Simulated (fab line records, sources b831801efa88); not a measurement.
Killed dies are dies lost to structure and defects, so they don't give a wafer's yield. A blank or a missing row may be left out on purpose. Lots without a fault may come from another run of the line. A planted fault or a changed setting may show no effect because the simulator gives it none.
A struck lot beside a sound one | flow sky130 | 36 steps out of a route of 708
Sound: wafers L624.2, L624.5, L624.6. Struck: wafers L615.1, L615.2, L615.5. The cause comes at the end.
At each step with rows: each side's tool, then ch and its chambers, then its first start. Under that, the readings that differ: sound wafers | struck wafers | difference of the means | sigmas: that difference in standard deviations of wafers without a fault.
alike: readings whose means differ by less than 2 such deviations, and words and numbers that are the same on both sides. not compared: withheld readings, readings that some wafer has no value for, bounds like >300 that may hide the same value, and numbers for which the record gives no deviation and whose values overlap.
The two part at a step that has a row with sigmas, a row that says differs or no value, or rows on one side only. Numbers that don't overlap but have no deviation are shown without sigmas and don't part them. A reading that every wafer of one side lacks parts them only if that side has two wafers or more.

first, 10 steps without rows for these wafers: SKY_GATE_OXIDE_COAT_05 (resist thk 1140 nm); SKY_GATE_OXIDE_SOFTBAKE_06 (time 60 s); SKY_GATE_OXIDE_EXPOSE_07 (exposes mask LVOM, target cd 600 nm); SKY_GATE_OXIDE_PEB_08; SKY_GATE_OXIDE_DEVELOP_09 (develop time 60 s); SKY_GATE_OXIDE_IMPLANT_11; SKY_GATE_OXIDE_WET_ETCH_12 (etches SiO2 in dHF, target depth 16.8 nm, time 336 s); SKY_GATE_OXIDE_STRIP_13 (strips in O2/N2); SKY_GATE_OXIDE_CLEAN_15 (cleans in SC1/SC2, time 150 s); SKY_GATE_OXIDE_OXIDATION_16 (stabilise 600 s, purge 300 s, target thk 3.57 nm).
SKY_POLY_GATE_CVD_00: deposits poly-Si, target thk 180 nm, time 720 s.
  sound on lpcvd-01 ch 1, day 20 19:54; struck on lpcvd-01 ch 1, day 17 14:10
  reading                                       | sound             | struck            | difference | sigmas
  spike_tc_bottom_C (C)                         | 642.0 639.9 641.9 | 630.5 631.8 630.9 | -10.2      | -5
  spike_tc_centre_C (C)                         | 622.2 620.4 622.6 | 609.5 610.4 613.1 | -10.7      | -10
  spike_tc_lower_C (C)                          | 619.3 619.8 620.2 | 608.8 608.6 607.2 | -11.6      | -12
  spike_tc_top_C (C)                            | 635.9 634.6 634.5 | 623.6 624.9 624.6 | -10.6      | -8
  spike_tc_upper_C (C)                          | 621.2 620.6 622.6 | 609.5 611.1 611.6 | -10.7      | -11
  zone_power_upper_pct (%)                      | 8.71 8.70 8.45    | 8.09 8.21 8.29    | -0.42      | -4
  model.poly-Si_of_POLY_GATE_CVD_00.thk_nm (nm) | 180.9 179.9 180.9 | 141 140.7 141.4   | -40        |
  alike: pressure_mtorr, zone_power_centre_pct
SKY_POLY_GATE_THK_MEAS_01:
  sound on film_metro-02, day 20 21:07; struck on film_metro-02, day 17 15:22
  reading                   | sound             | struck            | difference | sigmas
  POLY_GATE_CVD_00_THK (nm) | 180.9 180.1 180.8 | 140.9 140.7 141.5 | -39.6      | -22
then, 9 steps without rows for these wafers: SKY_RES_PROTECT_DEHYDRATE_00 (time 60 s); SKY_RES_PROTECT_HMDS_01 (prime time 60 s); SKY_RES_PROTECT_COAT_02 (resist thk 1140 nm); SKY_RES_PROTECT_SOFTBAKE_03 (time 60 s); SKY_RES_PROTECT_EXPOSE_04 (exposes mask RPM, target cd 1270 nm); SKY_RES_PROTECT_PEB_05; SKY_RES_PROTECT_DEVELOP_06 (develop time 60 s); SKY_POLY_GATE_IMPLANT_02; SKY_RES_PROTECT_STRIP_07 (strips in O2/N2).
SKY_RES_PROTECT_CLEAN_09: cleans in SC1/SC2, time 150 s.
  sound on wet_bench-01 ch 0, day 22 03:20; struck on wet_bench-02 ch 0, day 18 21:53
  reading                                       | sound             | struck            | difference | sigmas
  model.poly-Si_of_POLY_GATE_CVD_00.thk_nm (nm) | 180.3 179.3 180.3 | 140.3 140.1 140.7 | -39.6      |
then, 11 steps without rows for these wafers: SKY_POLY_GATE_CVD_03 (deposits Si3N4 from DCS/NH3, target thk 75 nm, time 1290 s); SKY_POLY_GATE_DEHYDRATE_05 (time 60 s); SKY_POLY_GATE_HMDS_06 (prime time 60 s); SKY_POLY_GATE_COAT_07 (resist thk 110 nm); SKY_POLY_GATE_COAT_08 (resist thk 450 nm); SKY_POLY_GATE_SOFTBAKE_09 (time 90 s); SKY_POLY_GATE_EXPOSE_10 (exposes mask P1M, target cd 150 nm); SKY_POLY_GATE_PEB_11; SKY_POLY_GATE_DEVELOP_12 (develop time 60 s); SKY_POLY_GATE_ETCH_15 (etches BARC in N2/H2, stops on SiO2, time 118.5 s, target depth 110 nm); SKY_POLY_GATE_ETCH_16 (etches Si3N4 in CH3F/O2, stops on poly-Si, time 147.5 s, target depth 75 nm).
SKY_POLY_GATE_ETCH_17: etches poly-Si in HBr/Cl2, stops on SiO2, target depth 180 nm, time 70.5 s.
  sound on rie_si-01 ch 0,3, day 23 11:15; struck on rie_si-01 ch 0,1, day 20 07:14
  reading                               | sound             | struck            | difference | sigmas
  drypump_motor_current_A (A)           | 4.8 5.0 4.8       | 6.5 4.9 6.5       | +1.1       | +2
  oes_product_au (a.u.)                 | 0.974 0.975 0.979 | 0.842 0.846 0.841 | -0.133     | -20
  model.POLY_GATE.feature_depth_nm (nm) | 175.9 176.1 176.6 | 140.3 140.1 140.7 | -35.8      |
  model.etch.depth_nm (nm)              | 175.9 176.1 176.6 | 140.3 140.1 140.7 | -35.8      |
  alike: HBr_flow_sccm, throttle_valve_pct
  not compared: rf_hours_counter_h
then, 1 step without rows for these wafers: SKY_POLY_GATE_STRIP_18 (strips in O2/N2).
-- the record jumps here: 28 days lie between the struck wafers' starts before and after (it left off in module POLY_GATE and takes up again in module PAD_OPEN, whose first step shown is number 708 of the route) --
SKY_PAD_OPEN_PROBE_99:
  sound on prober-02, day 50 08:33; struck on prober-01, day 48 09:24
  reading                             | sound             | struck            | difference | sigmas
  model.etest.res_high_po.line_ohm_um | 755 764.3 752.3   | 939.8 967.4 959.8 | +198.5     |
  model.etest.res_poly.line_ohm_um    | 523.5 510.8 522.6 | 675 695.1 697.8   | +170       |
  model.etest.res_high_po.rs_ohm_sq   | 262.7 266.5 265.1 | 325.9 334.7 327.4 | +64.6      |
  model.etest.res_poly.rs_ohm_sq      | 48.38 49.61 48.8  | 61.62 62.24 61.49 | +12.85     |
  model.etest.cap_li_to_poly.c_af_um2 | 101.5 100.3 99.85 | 93.49 87.72 89.9  | -10.18     |
  alike: killed_at_M0_to_M3, killed_at_M4_up, killed_at_contacts, killed_at_front_end, killed_at_other, killed_dies, killed_open, killed_short
  not compared: model.etest.tip_sonos.rs_ohm_sq

WHERE THEY PART
First at SKY_POLY_GATE_CVD_00; last, within this record, at SKY_POLY_GATE_ETCH_17. Later steps at which nothing parts them and some readings are alike: SKY_PAD_OPEN_PROBE_99.

WHY: what the simulator had put in
Process parameter drift: lpcvd-01, from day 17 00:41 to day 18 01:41, at SKY_POLY_GATE_CVD_00. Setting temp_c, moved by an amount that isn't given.
